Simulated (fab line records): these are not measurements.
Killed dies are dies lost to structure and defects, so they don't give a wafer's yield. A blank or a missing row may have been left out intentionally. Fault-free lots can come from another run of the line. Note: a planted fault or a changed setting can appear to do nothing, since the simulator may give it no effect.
Which of the tools did it? ; flow sky130 ; 9 lots, 27 wafers sampled, at 1 step of a route of 708

== WHAT THE GAUGES SHOWED, per wafer ==
SKY_VIA3_BOW_MEAS_03.
lot;measured;on;VIA3_BOW (um)
L654;day 38 15:03;film-metro-02;72 75 79
L657;day 39 13:56;film-metro-01;88 75 74
L661;day 40 17:26;film-metro-01;83 79 77
L662;day 41 09:20;film-metro-01;78 75 77
L665;day 42 08:00;film-metro-04;78 68 87
L667;day 42 15:43;film-metro-04;82 88 89
L668;day 42 16:53;film-metro-04;85 80 85
L671;day 43 19:10;film-metro-01;90 86 87
L674;day 44 16:59;film-metro-01;86 77 78

== WHICH TOOL RAN EACH LOT (tool, then ch and the chambers of the sampled wafers, then the start) ==
Record: no process step prior to these readings.

== THE ANSWER, worked out from the rows above alone ==
Rule: the lots themselves supply what counts as usual. The widest of any qualifying gaps counts: lots, ordered by their means at a reading, are off when they make up no more than a third of the lots, leave a main group of 4 or more, and stand apart from it by 3 or more times the standard deviation of that group's means. A main group whose means are all the same, to the digits that the tables above print for the reading, isn't used. A lot without any number at a reading at which 4 lots or more have one is off too. Any other lot the step has rows for is counted as sound.
None of the lots is off at any reading shown; this tells nothing.

== WHAT WAS PUT IN BY THE SIMULATOR ==
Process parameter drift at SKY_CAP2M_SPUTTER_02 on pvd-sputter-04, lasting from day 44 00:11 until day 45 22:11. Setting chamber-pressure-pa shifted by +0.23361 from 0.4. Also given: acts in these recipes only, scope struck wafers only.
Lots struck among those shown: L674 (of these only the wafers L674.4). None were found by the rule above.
